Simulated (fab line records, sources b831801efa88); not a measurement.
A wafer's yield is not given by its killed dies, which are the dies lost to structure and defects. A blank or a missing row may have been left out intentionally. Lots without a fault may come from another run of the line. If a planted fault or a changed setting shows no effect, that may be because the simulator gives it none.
Struck lot and sound lot, side by side / flow gf180mcu / 16 steps out of a route of 602
Sound: wafers L737.2, L737.3, L737.4. Struck: wafer L747.2 (L747.3, L747.4, from the same lot, were not struck and are left out); the cause is given at the end.
Order at every step that has rows: each side's tool, ch and its chambers, its first start. Under that, the readings that differ: sound wafers / struck wafers / difference of the means / sigmas: that difference in standard deviations of wafers without a fault.
alike: a reading whose means differ by less than 2 such deviations, as well as words and numbers matching on both sides. not compared: withheld readings; readings where some wafer has no value; bounds like >300 that might hide an equal value; numbers whose values overlap and for which the record gives no deviation.
The two part at a step that has a row with sigmas, a row that says differs or no value, or rows on one side only. Numbers that have no deviation but don't overlap get no sigmas and don't part them. A reading missing from all wafers of one side parts the sides only when that side holds two or more wafers.

first, 6 steps without rows for these wafers: GF_M4_HMDS_08 (prime time 60 s); GF_M4_COAT_09 (resist thk 1000 nm); GF_M4_SOFTBAKE_10 (time 60 s); GF_M4_EXPOSE_11 (exposes mask Metal4, target cd 280 nm); GF_M4_PEB_12 (peb time 90 s); GF_M4_DEVELOP_13 (develop time 60 s).
GF_M4_CD_MEAS_14: target cd 280 nm.
  sound on cd sem-02, day 23 21:05; struck on cd sem-02, day 27 11:19
reading=cd nm (nm); sound=281.8 279.6 281.2; struck=277.4; difference=-3.5; sigmas=-3
GF_M4_OVL_MEAS_15:
  sound on overlay-01, day 23 21:11; struck on overlay-01, day 27 11:25
  alike: M4_OVL
GF_M4_METAL_ETCH_16: etches the open film in Cl2/BCl3, stops on SiO2, target depth 750.8 nm, time 125.1 s.
  sound on rie metal-03 ch 0,1, day 23 21:13; struck on rie metal-03 ch 1, day 27 11:27
  alike: chamber pressure mTorr, drypump motor current A, he backside leak sccm, oes product au, throttle valve pct
  not compared: rf hours counter h
GF_M4_STRIP_17: strips in O2/N2.
  sound on plasma asher-01 ch 0,1, day 23 21:21; struck on plasma asher-02 ch 0, day 27 11:35
  alike: chamber pressure mTorr, drypump motor current A, heater power w, oes product au, strip time to endpoint s
  not compared: rf hours counter h
then, 2 steps without rows for these wafers: GF_M4_STRIP_18 (strips in post etch residue remover, time 1200 s); GF_M4_CLEAN_19 (cleans in DIW).
GF_V4_CVD_00: deposits SiO2, target thk 600 nm, time 100 s.
  sound on hdpcvd-01 ch 1,2, day 23 21:53; struck on hdpcvd-02 ch 0, day 27 12:07
reading=sih4 flow sccm (sccm); sound=59.93 60.19 60.27; struck=48.02; difference=-12.11; sigmas=-71
reading=model.SiO2_of_V4_CVD_00.thk nm (nm); sound=599.6 599.5 596.2; struck=471.1; difference=-127.3; sigmas=
  alike: susceptor temp C
GF_V4_THK_MEAS_01:
  sound on film metro-01, day 23 21:58; struck on film metro-04, day 27 12:12
reading=V4_CVD_00_THK (nm); sound=600 600 596; struck=471; difference=-128; sigmas=-20
GF_V4_CVD_02: deposits SiO2 from TEOS, target thk 850 nm, time 94.851 s.
  sound on pecvd-02 ch 0,1,2, day 23 22:01; struck on pecvd-04 ch 0, day 27 12:15
  alike: heater power w, susceptor temp C
following that, these wafers have no rows for 1 step: GF_PASSIVATION_PROBE_99.

WHERE THEY PART
Earliest at GF_M4_CD_MEAS_14; latest, in this record, at GF_V4_THK_MEAS_01. Later steps at which nothing parts them and some readings are alike: GF_V4_CVD_02.

WHY: the cause the simulator had injected
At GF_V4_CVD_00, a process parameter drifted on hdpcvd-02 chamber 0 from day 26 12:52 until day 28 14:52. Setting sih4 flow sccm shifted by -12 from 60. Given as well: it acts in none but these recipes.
